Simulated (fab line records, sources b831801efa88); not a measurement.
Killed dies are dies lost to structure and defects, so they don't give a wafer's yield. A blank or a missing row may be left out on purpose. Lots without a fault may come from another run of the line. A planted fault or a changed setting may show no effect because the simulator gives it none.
fab line records | flow sky130
record lots=5 wafers=15 last_day=49
route steps=708 shown LI_CONTACT@374 LOCAL_INTERCONNECT@387 CONTACT@406 PAD_OPEN@708
lots that met no fault: from a run of the same line without faults
start_h: hours from the record's first day to the start of the lot's first wafer shown | wait_h: hours since the lot's step before | " the same as in the row above | L1.1+2: a row that stands for several wafers | - no value, or no start given | * or withheld: withheld | < > ~ a bound
route shown NAME@n: a module of which the file shows steps, and the number in the route of the first | usual: mean/standard deviation of fault-free wafers | same: alike in all rows | chamber/n: place in a boat | sites: the reading at each site | _std_site: their standard deviation | _edge_site: outer sites' mean less inner sites' | radius_mm: how far each site lies from the wafer's centre | mask NAME#n: copy n | behind: the tool/chamber that last shaped the wafer | hold: why the lot was held/for how many hours/how that ended | device: the transistor (n, p or np) that didn't switch | end of line: the same wafers' tests at the end of the route | a step without rows: its recipe alone | killed: dies lost to structure and defects at the first sort, not the wafer's yield | map: a wafer's dies, x killed, . not, _ none there
set.NAME: the setting as run; set.NAME@STEP: as run at that earlier step | model.NAME: the simulator's own value behind a step, which no gauge read
lots at some steps of the route; a table a step, a row a wafer
services: from which hour (start_h, from the record's first day; less than 0 if before it) a tool's chamber was out of use, for how many hours, and why
## steps
# step SKY_LI_CONTACT_CD_MEAS_12
# recipe target_cd_nm=170
# usual cd_nm=169.9/1.5
# columns lot.wafer tool chamber start_h wait_h cd_nm
L809.2 cd_sem-01 - 678.11 - 172.0
L809.4 " - " " 170.8
L809.5 " - " " 169.8
L810.2 cd_sem-01 - 683.21 - 170.7
L810.4 " - " " 170.9
L810.5 " - " " 172.4
L816.1 cd_sem-01 - 740.49 - 167.2
L816.3 " - " " 168.7
L816.4 " - " " 169.3
L825.1 cd_sem-02 - 805.39 - 170.5
L825.2 " - " " 171.0
L825.4 " - " " 170.6
L828.3 cd_sem-01 - 828.49 - 168.4
L828.4 " - " " 169.9
L828.5 " - " " 169.5
# step SKY_LI_CONTACT_OVL_MEAS_13
# usual LI_CONTACT_OVL=2/5.7
# columns lot.wafer tool chamber start_h wait_h LI_CONTACT_OVL[nm]
L809.2 overlay-02 - 678.21 0.1 2
L809.4 " - " " 2
L809.5 " - " " 3
L810.2 overlay-02 - 683.32 0.1 9
L810.4 " - " " -1
L810.5 " - " " -1
L816.1 overlay-02 - 740.61 0.1 5
L816.3 " - " " 1
L816.4 " - " " 6
L825.1 overlay-01 - 805.51 0.1 11
L825.2 " - " " 12
L825.4 " - " " 3
L828.3 overlay-02 - 828.58 0.1 0
L828.4 " - " " -6
L828.5 " - " " -1
# step SKY_LI_CONTACT_ETCH_14
# recipe chemistry=N2/H2 target=BARC ion_energy_ev=200 source_w=500 bias_w=100 pressure_mtorr=30 n2_flow_sccm=100 h2_flow_sccm=200 stop_on=SiO2 time_s=45.9 target_depth_a=600
# step SKY_LI_CONTACT_ETCH_15
# recipe target=PSG chemistry=C4F8/O2/Ar stop_on=Si taper_deg=4.15 mask_material=KrF-thick source_w=1500 bias_w=1200 pressure_mtorr=40 c4f8_flow_sccm=withheld O2_flow_sccm=6 Ar_flow_sccm=300 time_s=withheld target_depth_a=6000
# usual oes_product_au=0.838/0.0046
# columns lot.wafer tool chamber start_h wait_h oes_product_au
L809.2 rie_diel-03 3 678.28 0.0 0.829
L809.4 " 2 " " 0.844
L809.5 " 0 " " 0.832
L810.2 rie_diel-04 2 683.39 0.0 0.840
L810.4 " 3 " " 0.838
L810.5 " 1 " " 0.833
L816.1 rie_diel-04 0 740.68 0.0 0.835
L816.3 " 1 " " 0.841
L816.4 " 3 " " 0.839
L825.1 rie_diel-02 0 805.58 0.0 0.847
L825.2 " 2 " " 0.838
L825.4 " 0 " " 0.847
L828.3 rie_diel-04 0 828.65 0.0 0.839
L828.4 " 3 " " 0.836
L828.5 " 0 " " 0.835
# step SKY_LI_CONTACT_STRIP_16
# recipe chemistry=O2/N2 power_w=1400 pressure_mtorr=1500 platen_temp_c=withheld o2_flow_sccm=3000 n2_flow_sccm=300 overash_fraction=0.5
# usual drypump_motor_current_A=5.9/0.46 oes_product_au=0.376/0.0045 strip_time_to_endpoint_s=3.498/0.026
# columns lot.wafer tool chamber start_h wait_h drypump_motor_current_A oes_product_au rf_hours_counter_h strip_time_to_endpoint_s
L809.2 plasma_asher-01 1 678.37 - 6.5 0.379 57 3.543
L809.4 " 1 " " 6.5 0.375 - 3.519
L809.5 " 0 " " 5.7 0.375 - 3.478
L810.2 plasma_asher-01 0 683.47 - 5.7 0.377 58 3.458
L810.4 " 1 " " 6.5 0.370 - 3.491
L810.5 " 0 " " 5.7 0.370 - 3.473
L816.1 plasma_asher-01 0 740.77 - 5.7 0.381 63 3.515
L816.3 " 0 " " 5.7 0.374 - 3.465
L816.4 " 1 " " 6.5 0.378 - 3.527
L825.1 plasma_asher-04 0 805.67 - 6.3 0.381 98 3.512
L825.2 " 1 " " 5.2 0.376 98 3.517
L825.4 " 0 " " 6.3 0.372 - 3.505
L828.3 plasma_asher-04 0 828.77 - 6.3 0.371 - 3.526
L828.4 " 1 " " 5.2 0.382 - 3.525
L828.5 " 0 " " 6.3 0.375 - 3.508
# step SKY_LI_CONTACT_CLEAN_17
# recipe chemistry=NMP time_s=600 temp_c=60 dry=n2_spin
# step SKY_LI_CONTACT_PRE_CLEAN_18
# recipe gas=Ar time_s=5.6 bias_v=358
# step SKY_LI_CONTACT_SPUTTER_19
# recipe material=Ti target_thk_nm=20 chamber_pressure_pa=5 power_w=2500 substrate_temp_c=200 time_s=106.37
# step SKY_LI_CONTACT_SPUTTER_20
# recipe material=TiN target_thk_nm=20 chamber_pressure_pa=5 power_w=4000 time_s=80
# step SKY_LI_CONTACT_CVD_21
# recipe material=W target_thk_nm=400 time_s=120.56 temp_c=400 pressure_torr=40
# step SKY_LI_CONTACT_RS_MEAS_22
# recipe thk_meas_gauge=four-point-probe reads=W_of_LI_CONTACT_CVD_21+TiN_of_LI_CONTACT_SPUTTER_20+Ti_of_LI_CONTACT_SPUTTER_19
# usual LI_CONTACT_W_RS=0.284/0.004
# columns lot.wafer tool chamber start_h wait_h LI_CONTACT_W_RS[ohm/sq]
L809.2 film_metro-01 - 678.95 0.1 0.278
L809.4 " - " " 0.281
L809.5 " - " " 0.279
L810.2 film_metro-01 - 684.05 0.1 0.286
L810.4 " - " " 0.286
L810.5 " - " " 0.287
L816.1 film_metro-02 - 741.33 0.1 0.286
L816.3 " - " " 0.285
L816.4 " - " " 0.279
L825.1 film_metro-02 - 806.23 0.1 0.282
L825.2 " - " " 0.283
L825.4 " - " " 0.284
L828.3 film_metro-04 - 829.33 0.1 0.293
L828.4 " - " " 0.290
L828.5 " - " " 0.288
# step SKY_LI_CONTACT_THK_MEAS_23
# recipe thk_meas_gauge=xrf reads=W_of_LI_CONTACT_CVD_21
# usual LI_CONTACT_W_THK=417/8.5
# columns lot.wafer tool chamber start_h wait_h LI_CONTACT_W_THK[nm]
L809.2 film_metro-01 - 679.06 0.1 435
L809.4 " - " " 427
L809.5 " - " " 434
L810.2 film_metro-01 - 684.16 0.1 423
L810.4 " - " " 420
L810.5 " - " " 419
L816.1 film_metro-02 - 741.45 0.1 405
L816.3 " - " " 407
L816.4 " - " " 418
L825.1 film_metro-02 - 806.35 0.1 407
L825.2 " - " " 408
L825.4 " - " " 403
L828.3 film_metro-04 - 829.43 0.1 405
L828.4 " - " " 410
L828.5 " - " " 412
# step SKY_LI_CONTACT_CMP_24
# recipe stop_on=PSG t_overpolish_s=20 down_force_psi=3.5 platen_rpm=60 target_thk_nm=0 pad_velocity_m_s=0.94248
# usual head_pressure_psi=3.500/0.0072 motor_current_A=11.2/1.1 overpolish_run_s=19.999/0.0088 time_to_endpoint_s=97/3.1
# columns lot.wafer tool chamber start_h wait_h head_pressure_psi motor_current_A overpolish_run_s time_to_endpoint_s
L809.2 cmp-02 3 679.29 0.2 3.513 11.8 19.988 100
L809.4 " 0 " " 3.493 12.9 19.995 100
L809.5 " 1 " " 3.500 10.0 19.990 99
L810.4 cmp-02 0 684.26 0.1 3.491 12.8 20.004 94
L810.2 " 1 " " 3.493 10.2 19.992 96
L810.5 " 3 " " 3.496 11.4 19.990 98
L816.3 cmp-01 1 741.51 0.0 3.496 11.9 20.001 98
L816.1 " 3 " " 3.503 12.9 20.011 97
L816.4 " 0 " " 3.510 10.2 19.996 103
L825.2 cmp-02 2 806.46 0.1 3.496 11.8 20.001 96
L825.1 " 3 " " 3.495 12.3 20.015 97
L825.4 " 0 " " 3.507 12.7 20.004 95
L828.3 cmp-01 2 829.47 0.0 3.492 10.0 20.005 94
L828.4 " 3 " " 3.502 12.9 20.004 91
L828.5 " 3 " " 3.504 12.0 20.005 91
# step SKY_LOCAL_INTERCONNECT_SPUTTER_00
# recipe material=TiN target_thk_nm=100 temp_c=300 power_w=6500 time_s=83.3 chamber_pressure_pa=0.4
# step SKY_LOCAL_INTERCONNECT_RS_MEAS_01
# recipe thk_meas_gauge=four-point-probe reads=TiN_of_LOCAL_INTERCONNECT_SPUTTER_00
# usual LOCAL_INTERCONNECT_TIN_RS=14.11/0.15
# columns lot.wafer tool chamber start_h wait_h LOCAL_INTERCONNECT_TIN_RS[ohm/sq]
L809.2 film_metro-04 - 679.57 0.1 14.13
L809.4 " - " " 14.15
L809.5 " - " " 14.15
L810.2 film_metro-01 - 684.59 0.1 14.17
L810.4 " - " " 14.18
L810.5 " - " " 14.10
L816.1 film_metro-01 - 741.87 0.0 14.34
L816.3 " - " " 14.30
L816.4 " - " " 14.34
L825.1 film_metro-03 - 806.77 0.0 14.28
L825.2 " - " " 14.34
L825.4 " - " " 14.41
L828.3 film_metro-04 - 829.87 0.1 13.81
L828.4 " - " " 13.87
L828.5 " - " " 13.95
# step SKY_LOCAL_INTERCONNECT_THK_MEAS_02
# recipe thk_meas_gauge=xrf reads=TiN_of_LOCAL_INTERCONNECT_SPUTTER_00
# usual LOCAL_INTERCONNECT_TIN_THK=99.3/1.1
# columns lot.wafer tool chamber start_h wait_h LOCAL_INTERCONNECT_TIN_THK[nm]
L809.2 film_metro-04 - 679.68 0.1 98.6
L809.4 " - " " 98.7
L809.5 " - " " 98.5
L810.2 film_metro-01 - 684.70 0.1 99.4
L810.4 " - " " 99.8
L810.5 " - " " 100.0
L816.1 film_metro-01 - 741.99 0.1 98.4
L816.3 " - " " 97.9
L816.4 " - " " 98.0
L825.1 film_metro-03 - 806.89 0.1 98.0
L825.2 " - " " 97.7
L825.4 " - " " 97.2
L828.3 film_metro-04 - 829.97 0.1 101.2
L828.4 " - " " 100.7
L828.5 " - " " 99.8
# step SKY_LOCAL_INTERCONNECT_DEHYDRATE_03
# recipe temp_c=200 time_s=60
# step SKY_LOCAL_INTERCONNECT_HMDS_04
# recipe prime_time_s=60 prime_temp_c=120
# step SKY_LOCAL_INTERCONNECT_COAT_05
# recipe resist=BARC temp_c=withheld time_s=withheld spin_rpm=3000 resist_thk_nm=60
# step SKY_LOCAL_INTERCONNECT_COAT_06
# recipe resist=KrF-thick spin_rpm=3000 resist_thk_nm=450
# step SKY_LOCAL_INTERCONNECT_SOFTBAKE_07
# recipe temp_c=100 time_s=90 resist=KrF-thick
# step SKY_LOCAL_INTERCONNECT_EXPOSE_08
# recipe mask_id=LI1M na=0.8 source_shape=annular sigma_inner=0.55 sigma_outer=0.85 target_cd_nm=170 dose_mj=28
# step SKY_LOCAL_INTERCONNECT_PEB_09
# recipe peb_temp_c=withheld peb_time_s=withheld resist=KrF-thick
# step SKY_LOCAL_INTERCONNECT_DEVELOP_10
# recipe develop_time_s=60 resist=KrF-thick dev_temp_c=21
# step SKY_LOCAL_INTERCONNECT_CD_MEAS_11
# recipe target_cd_nm=170
# usual cd_nm=170.1/2
# columns lot.wafer tool chamber start_h wait_h cd_nm
L809.2 cd_sem-01 - 707.68 - 168.7
L809.4 " - " " 172.4
L809.5 " - " " 169.4
L810.2 cd_sem-02 - 712.06 - 171.6
L810.4 " - " " 171.0
L810.5 " - " " 172.8
L816.1 cd_sem-02 - 768.70 - 169.3
L816.3 " - " " 170.2
L816.4 " - " " 167.5
L825.1 cd_sem-02 - 833.81 - 170.5
L825.2 " - " " 172.0
L825.4 " - " " 170.2
L828.3 cd_sem-01 - 856.58 - 167.4
L828.4 " - " " 166.3
L828.5 " - " " 169.2
# step SKY_LOCAL_INTERCONNECT_OVL_MEAS_12
# usual LOCAL_INTERCONNECT_OVL=2/5.4
# columns lot.wafer tool chamber start_h wait_h LOCAL_INTERCONNECT_OVL[nm]
L809.2 overlay-01 - 707.79 0.1 2
L809.4 " - " " 7
L809.5 " - " " 5
L810.2 overlay-01 - 712.16 0.1 0
L810.4 " - " " 6
L810.5 " - " " 5
L816.1 overlay-02 - 768.82 0.1 4
L816.3 " - " " 9
L816.4 " - " " -1
L825.1 overlay-01 - 833.93 0.1 -4
L825.2 " - " " -13
L825.4 " - " " -2
L828.3 overlay-01 - 856.67 0.1 12
L828.4 " - " " 1
L828.5 " - " " 4
# step SKY_LOCAL_INTERCONNECT_ETCH_13
# recipe chemistry=N2/H2 target=BARC ion_energy_ev=200 bias_w=100 pressure_mtorr=30 n2_flow_sccm=100 h2_flow_sccm=200 icp_w=500 stop_on=SiO2 time_s=45.9 target_depth_a=600
# step SKY_LOCAL_INTERCONNECT_METAL_ETCH_14
# recipe target_depth_nm=110 stop_on=PSG chemistry=Cl2/BCl3 target=TiN resist_sidewall_deg=88 pressure_mtorr=10 icp_w=900 bias_w=48.5 Cl2_flow_sccm=60 bcl3_flow_sccm=30 time_s=31.4
# usual drypump_motor_current_A=5.6/0.58 he_backside_leak_sccm=3.4/0.34 oes_product_au=0.942/0.0067 throttle_valve_pct=21.901/0.0091
# columns lot.wafer tool chamber start_h wait_h drypump_motor_current_A he_backside_leak_sccm oes_product_au rf_hours_counter_h throttle_valve_pct
L809.2 rie_metal-03 0 707.96 0.1 5.6 3.5 0.939 - 21.899
L809.4 " 0 " " 5.6 3.5 0.932 - 21.911
L809.5 " 0 " " 5.6 3.7 0.937 - 21.896
L810.2 rie_metal-04 1 712.25 0.0 6.0 3.4 0.947 2 21.893
L810.4 " 1 " " 6.0 3.3 0.942 - 21.900
L810.5 " 1 " " 6.0 3.3 0.941 - 21.904
L816.1 rie_metal-03 1 768.92 0.0 4.7 3.5 0.936 3 21.907
L816.3 " 1 " " 4.7 3.5 0.930 - 21.901
L816.4 " 0 " " 5.6 3.6 0.932 - 21.910
L825.1 rie_metal-04 0 834.03 0.0 6.0 3.1 0.935 13 21.902
L825.2 " 1 " " 6.0 3.4 0.937 6 21.924
L825.4 " 0 " " 6.0 2.9 0.938 - 21.895
L828.3 rie_metal-03 0 856.77 0.0 5.6 3.6 0.948 - 21.885
L828.4 " 1 " " 4.7 3.5 0.947 - 21.896
L828.5 " 0 " " 5.6 3.6 0.948 - 21.892
# step SKY_LOCAL_INTERCONNECT_STRIP_15
# recipe chemistry=O2/N2 power_w=1400 pressure_mtorr=1500 platen_temp_c=withheld o2_flow_sccm=3000 n2_flow_sccm=300 overash_fraction=0.5
# usual drypump_motor_current_A=5.8/0.52 oes_product_au=0.427/0.0044 strip_time_to_endpoint_s=4.731/0.019
# columns lot.wafer tool chamber start_h wait_h drypump_motor_current_A oes_product_au rf_hours_counter_h strip_time_to_endpoint_s
L809.2 plasma_asher-01 1 708.05 0.1 6.5 0.432 60 4.703
L809.4 " 0 " " 5.7 0.434 - 4.711
L809.5 " 1 " " 6.6 0.427 - 4.723
L810.2 plasma_asher-04 1 712.31 0.0 5.2 0.425 88 4.718
L810.4 " 0 " " 6.3 0.418 - 4.714
L810.5 " 1 " " 5.2 0.436 - 4.711
L816.1 plasma_asher-01 0 768.97 0.0 5.7 0.423 65 4.729
L816.3 " 1 " " 6.6 0.422 - 4.732
L816.4 " 0 " " 5.7 0.435 - 4.746
L825.1 plasma_asher-01 1 834.08 0.0 6.6 0.438 72 4.734
L825.2 " 0 " " 5.7 0.424 72 4.704
L825.4 " 1 " " 6.5 0.417 - 4.723
L828.3 plasma_asher-04 0 856.84 0.1 6.3 0.437 - 4.742
L828.4 " 1 " " 5.2 0.432 - 4.736
L828.5 " 1 " " 5.2 0.432 - 4.718
# step SKY_LOCAL_INTERCONNECT_STRIP_16
# recipe chemistry=post_etch_residue_remover time_s=1200 temp_c=72.5
# step SKY_LOCAL_INTERCONNECT_CLEAN_17
# recipe chemistry=IPA time_s=180 temp_c=25
# step SKY_LOCAL_INTERCONNECT_CLEAN_18
# recipe chemistry=O3/DIW dry=n2_spin
# step SKY_CONTACT_CVD_00
# recipe material=Si3N4 target_thk_nm=75 temp_c=400 time_s=withheld rf_w=450
# step SKY_CONTACT_THK_MEAS_01
# recipe reads=Si3N4_of_CONTACT_CVD_00
# usual CONTACT_CVD_00_THK=74.8/0.94
# columns lot.wafer tool chamber start_h wait_h CONTACT_CVD_00_THK[nm]
L809.2 film_metro-04 - 708.70 - 75.0
L809.4 " - " " 75.7
L809.5 " - " " 74.6
L810.2 film_metro-04 - 712.98 - 74.3
L810.4 " - " " 75.9
L810.5 " - " " 76.0
L816.1 film_metro-02 - 769.70 - 73.5
L816.3 " - " " 74.8
L816.4 " - " " 74.5
L825.1 film_metro-03 - 835.05 - 75.5
L825.2 " - " " 75.8
L825.4 " - " " 76.0
L828.3 film_metro-03 - 857.46 - 72.9
L828.4 " - " " 74.5
L828.5 " - " " 75.0
# step SKY_CONTACT_HDPCVD_02
# recipe material=SiO2 target_thk_nm=565 sigma_open_frac=0.3 time_s=94.2 temp_c=600 sih4_flow_sccm=60 pressure_mtorr=6
# step SKY_CONTACT_THK_MEAS_03
# recipe reads=SiO2_of_CONTACT_HDPCVD_02
# usual CONTACT_HDPCVD_THK=565/5.9
# columns lot.wafer tool chamber start_h wait_h CONTACT_HDPCVD_THK[nm]
L809.2 film_metro-03 - 708.83 0.0 557
L809.4 " - " " 567
L809.5 " - " " 566
L810.2 film_metro-02 - 713.11 0.0 552
L810.4 " - " " 552
L810.5 " - " " 556
L816.1 film_metro-03 - 769.83 0.0 563
L816.3 " - " " 559
L816.4 " - " " 552
L825.1 film_metro-02 - 835.18 0.0 567
L825.2 " - " " 569
L825.4 " - " " 564
L828.3 film_metro-02 - 857.59 0.1 565
L828.4 " - " " 564
L828.5 " - " " 565
# step SKY_CONTACT_CMP_04
# recipe material=SiO2 down_force_psi=4 platen_rpm=60 pad_velocity_m_s=0.94248
# usual head_pressure_psi=3.999/0.0093 motor_current_A=12.4/1.3 time_to_endpoint_s=81/3.5
# columns lot.wafer tool chamber start_h wait_h head_pressure_psi motor_current_A time_to_endpoint_s
L809.4 cmp-01 1 709.31 0.5 3.987 11.8 84
L809.2 " 2 " " 3.995 11.1 80
L809.5 " 0 " " 3.987 11.5 85
L810.4 cmp-02 1 713.21 0.1 3.997 11.4 74
L810.2 " 2 " " 4.003 12.3 75
L810.5 " 1 " " 4.015 11.3 78
L816.4 cmp-01 3 769.89 0.0 3.992 13.8 75
L816.3 " 1 " " 4.002 11.7 78
L816.1 " 2 " " 3.995 10.5 80
L825.2 cmp-02 0 835.24 0.0 4.008 13.6 80
L825.4 " 2 " " 3.990 12.2 77
L825.1 " 3 " " 3.998 12.2 77
L828.4 cmp-02 0 857.68 0.1 3.988 14.0 81
L828.3 " 1 " " 3.998 11.1 80
L828.5 " 0 " " 3.999 13.2 84
# step SKY_CONTACT_BOW_MEAS_05
# recipe mode=bow
# usual CONTACT_BOW=82/7.4
# columns lot.wafer tool chamber start_h wait_h CONTACT_BOW[um]
L809.2 film_metro-02 - 709.53 0.1 82
L809.4 " - " " 81
L809.5 " - " " 86
L810.2 film_metro-03 - 713.48 0.2 94
L810.4 " - " " 75
L810.5 " - " " 75
L816.1 film_metro-04 - 770.19 0.1 74
L816.3 " - " " 74
L816.4 " - " " 81
L825.1 film_metro-04 - 835.54 0.1 77
L825.2 " - " " 76
L825.4 " - " " 89
L828.3 film_metro-03 - 857.97 0.2 70
L828.4 " - " " 69
L828.5 " - " " 80
# step SKY_CONTACT_DEHYDRATE_06
# recipe temp_c=200 time_s=60
# step SKY_CONTACT_HMDS_07
# recipe prime_time_s=60 prime_temp_c=120
# step SKY_CONTACT_COAT_08
# recipe resist=BARC temp_c=withheld time_s=withheld spin_rpm=3000 resist_thk_nm=60
# step SKY_CONTACT_COAT_09
# recipe resist=KrF-thick spin_rpm=3000 resist_thk_nm=450
# step SKY_PAD_OPEN_PROBE_99
# usual killed_at_M0_to_M3=44/6.4 killed_at_M4_up=3.4/2.1 killed_at_contacts=23/5 killed_at_front_end=15/4.5 killed_at_other=0.3/0.54 killed_dies=86/9.5 killed_on_rim=17/3.9 killed_open=48/6.9 killed_short=38/5.9
# same gross_dies=492 killed_at_back_side=0
# columns lot.wafer tool chamber start_h wait_h killed_at_M0_to_M3 killed_at_M4_up killed_at_contacts killed_at_front_end killed_at_other killed_dies killed_on_rim killed_open killed_short
L809.2 prober-02 - 1078.53 0.1 49 2 25 16 0 92 17 41 51
L809.4 prober-02 - 1078.63 0.2 46 5 33 21 0 105 23 58 47
L809.5 prober-02 - 1078.68 0.2 45 3 23 16 0 87 17 47 40
L810.2 prober-02 - 1084.16 0.1 48 2 26 12 1 89 17 49 40
L810.4 prober-02 - 1084.26 0.2 41 4 26 11 0 82 14 48 34
L810.5 prober-02 - 1084.31 0.2 44 1 20 14 0 79 21 45 34
L816.1 prober-01 - 1122.15 0.1 42 1 24 17 0 84 20 47 37
L816.3 prober-01 - 1122.25 0.2 39 4 19 15 0 77 18 43 34
L816.4 prober-01 - 1122.30 0.2 35 2 18 20 0 75 17 42 33
L825.1 prober-02 - 1169.56 0.1 46 4 15 17 0 82 17 41 41
L825.2 prober-02 - 1169.61 0.1 43 2 26 13 0 84 13 43 40
L825.4 prober-02 - 1169.71 0.2 48 6 25 12 0 91 16 51 40
L828.3 prober-01 - 1182.39 0.2 44 2 181 10 0 237 46 36 34
L828.4 prober-01 - 1182.44 0.2 36 3 34 10 0 83 14 50 33
L828.5 prober-01 - 1182.49 0.2 38 5 21 15 0 79 13 44 35
# killed by level:class
L809.2 VIA1:geometric_particle:open=10 FIELD_ISO:geometric_particle:short=9 VIA3:geometric_particle:short=8 CONTACT:geometric_particle:open=8 VIA1:geometric_particle:short=7 VIA2:geometric_particle:open=7 LI_CONTACT:geometric_particle:open=5 LOCAL_INTERCONNECT:geometric_particle:short=5
L809.4 VIA1:geometric_particle:open=12 LI_CONTACT:geometric_particle:open=11 VIA2:geometric_particle:open=8 CONTACT:geometric_particle:short=7 CONTACT:geometric_particle:open=7 FIELD_ISO:geometric_particle:open=6 METAL1:geometric_particle:short=6 METAL2:geometric_particle:short=6
L809.5 VIA3:geometric_particle:short=10 VIA3:geometric_particle:open=9 VIA1:geometric_particle:open=8 LI_CONTACT:geometric_particle:open=7 CONTACT:geometric_particle:short=6 CONTACT:geometric_particle:open=6 VIA2:geometric_particle:open=6 FIELD_ISO:geometric_particle:open=5
L810.2 VIA1:geometric_particle:open=15 CONTACT:geometric_particle:open=8 LOCAL_INTERCONNECT:geometric_particle:short=6 VIA3:geometric_particle:short=6 VIA3:geometric_particle:open=6 CONTACT:geometric_particle:short=5 VIA2:geometric_particle:open=5 FIELD_ISO:geometric_particle:open=4
L810.4 VIA1:geometric_particle:open=15 CONTACT:geometric_particle:short=9 LI_CONTACT:geometric_particle:open=7 VIA2:geometric_particle:open=6 VIA1:geometric_particle:short=5 CONTACT:geometric_particle:open=5 VIA3:geometric_particle:open=5 FIELD_ISO:geometric_particle:open=3
L810.5 VIA1:geometric_particle:open=10 VIA3:geometric_particle:open=9 CONTACT:geometric_particle:open=6 LI_CONTACT:geometric_particle:open=5 LI_CONTACT:geometric_particle:short=5 METAL1:geometric_particle:short=5 METAL2:geometric_particle:short=5 VIA2:geometric_particle:open=5
L816.1 VIA1:geometric_particle:open=13 LI_CONTACT:geometric_particle:open=10 METAL2:geometric_particle:short=7 CONTACT:geometric_particle:open=5 VIA2:geometric_particle:open=5 POLY_GATE:geometric_particle:open=4 FIELD_ISO:geometric_particle:short=3 POLY_GATE:geometric_particle:short=3
L816.3 VIA1:geometric_particle:open=12 LI_CONTACT:geometric_particle:open=10 VIA1:geometric_particle:short=8 VIA3:geometric_particle:open=5 POLY_GATE:geometric_particle:short=4 CONTACT:geometric_particle:open=4 FIELD_ISO:geometric_particle:short=3 VIA2:geometric_particle:open=3
L816.4 VIA1:geometric_particle:open=9 CONTACT:geometric_particle:open=7 VIA2:geometric_particle:open=6 METAL3:geometric_particle:short=6 CONTACT:geometric_particle:short=5 POLY_GATE:geometric_particle:open=5 VIA2:geometric_particle:short=5 VIA3:geometric_particle:open=4
L825.1 VIA1:geometric_particle:open=12 METAL1:geometric_particle:short=9 FIELD_ISO:geometric_particle:short=8 METAL2:geometric_particle:short=8 CONTACT:geometric_particle:open=7 VIA2:geometric_particle:open=5 FIELD_ISO:geometric_particle:open=3 VIA3:geometric_particle:short=3
L825.2 METAL1:geometric_particle:short=10 LI_CONTACT:geometric_particle:open=7 VIA1:geometric_particle:open=6 LOCAL_INTERCONNECT:geometric_particle:short=6 CONTACT:geometric_particle:short=6 CONTACT:geometric_particle:open=6 VIA1:geometric_particle:short=6 VIA2:geometric_particle:open=6
L825.4 CONTACT:geometric_particle:open=12 VIA3:geometric_particle:open=11 METAL1:geometric_particle:short=8 VIA1:geometric_particle:open=7 VIA2:geometric_particle:open=5 LI_CONTACT:geometric_particle:short=4 CONTACT:geometric_particle:short=4 VIA3:geometric_particle:short=4
L828.3 LI_CONTACT:unspecified=167 VIA1:geometric_particle:open=9 VIA1:geometric_particle:short=7 CONTACT:geometric_particle:open=6 VIA3:geometric_particle:open=6 METAL2:geometric_particle:short=5 FIELD_ISO:geometric_particle:short=3 POLY_GATE:geometric_particle:open=3
L828.4 LI_CONTACT:geometric_particle:open=12 CONTACT:geometric_particle:open=9 POLY_GATE:geometric_particle:open=6 METAL1:geometric_particle:short=6 CONTACT:geometric_particle:short=6 VIA1:geometric_particle:open=6 VIA2:geometric_particle:open=6 VIA1:geometric_particle:short=5
L828.5 CONTACT:geometric_particle:open=12 VIA1:geometric_particle:open=12 METAL1:geometric_particle:short=5 VIA2:geometric_particle:open=4 POLY_GATE:geometric_particle:open=4 POLY_GATE:geometric_particle:short=4 METAL4:geometric_particle:short=4 FIELD_ISO:geometric_particle:open=3
# map L828.3 (x killed, . not)
__________.xxx.x.x.x_________
________xxx...x....x.x_______
______xxx.x..x....x...x._____
_____x.xx...x...xxxx...x.____
____xx...xx.xxx.xx..x....x___
___..xxxxxx...xxx...xx.x..x__
__......x...xx.xxx.x.x.x.xx._
_xx.x.xxxx...xx..xxx.x...x.x.
_x....x...xxx..xx..xxx.......
_x.x..xxx..xxxxx......x..xxxx
_.x.x..xx...xx...xxxxx.x.xxx.
_.x.x.x.x..x.x.x.xx...x..xxx.
_........xx...xx.xxx...xx..xx
_...x.xxxxxx.x.x.x...xxx..x..
_..xxxxx.xxx..x...x.x.x.xx..x
__.x..x..x...xx..xx..x.xxxx._
___.xx.xx.x.xx.x.....xxx...__
____.x.xx..xxxx...x.xxxxx.___
_____x...x.x.....xxxx.x.x____
______xx.x.xxx.xxx....x._____
________....x..xxxx..x_______
__________.xx.x..xx._________
# map L816.1 (x killed, . not)
__________.xx....x.x_________
________..x...x......._______
______.x.......x..x..x.._____
_____....x......x........____
____........x.............___
___x..........x........xx..__
__........x..x..x...x.x....x_
_.......x....x..........x..x.
_..x...x..........xx.x..x....
_xx.xx.......x..............x
_....x....x........x.........
_........x.xx...............x
_....x......x...........x.x..
_xx...xx.....x..x...x........
_..............x.x.x........x
__..x.............x...x...x._
___...x..x....x.........x..__
____x..x.............x....___
_____...x..xx..x.....x...____
______.......xx........._____
________x..x......x..._______
__________..xx......_________
## services
# columns tool chamber start_h hours kind
plasma_asher-01 - 662.93 3.4 repair
rie_metal-03 0 664.27 12.8 repair
rie_metal-04 - 671.48 4.3 pm
rie_diel-02 1 672.35 2.1 repair
plasma_asher-01 - 672.36 1.1 repair
cmp-01 - 672.44 11.4 pm
rie_diel-02 2 674.16 54.6 repair
cmp-02 - 707.92 2.5 repair
cmp-01 - 731.43 3.2 pm
cmp-01 - 737.75 0.8 repair
cmp-02 - 744.76 4.0 pm
plasma_asher-01 - 754.35 14.6 pm
rie_diel-03 3 770.08 9.0 repair
rie_diel-02 2 773.54 4.8 repair
rie_metal-03 - 777.81 0.6 repair
rie_diel-02 2 792.14 6.0 repair
cmp-02 - 796.94 5.2 pm
cmp-01 - 803.08 0.3 repair
cmp-02 - 804.06 1.7 repair
cmp-01 - 812.12 0.4 repair
rie_metal-03 - 828.80 0.4 repair
cmp-02 - 846.72 5.8 pm
plasma_asher-04 - 849.05 2.3 repair
cmp-02 - 853.66 3.9 repair
## key
first_sign step=SKY_PAD_OPEN_PROBE_99 reading=killed_at_contacts direction=up sigmas=31 usual=23 struck=181
effect step=SKY_PAD_OPEN_PROBE_99 reading=killed_dies direction=up sigmas=16 usual=86 struck=237
met_at SKY_LI_CONTACT_CMP_24
struck_wafers L828.3
tester_left_out L828
fault kind=chamber_particle_source tool=cmp-01 chamber=2 onset_h=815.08 steps=SKY_LI_CONTACT_CMP_24 rate_per_visit_cm2=0.96254 end_h=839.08
# tester_left_out: of these lots the tester's yield and bins aren't shown, on N5 and GAA mostly nor the transistor test; their killed dies are dies lost to structure and defects alone, not to doping, threshold or leakage, so they don't give the yield
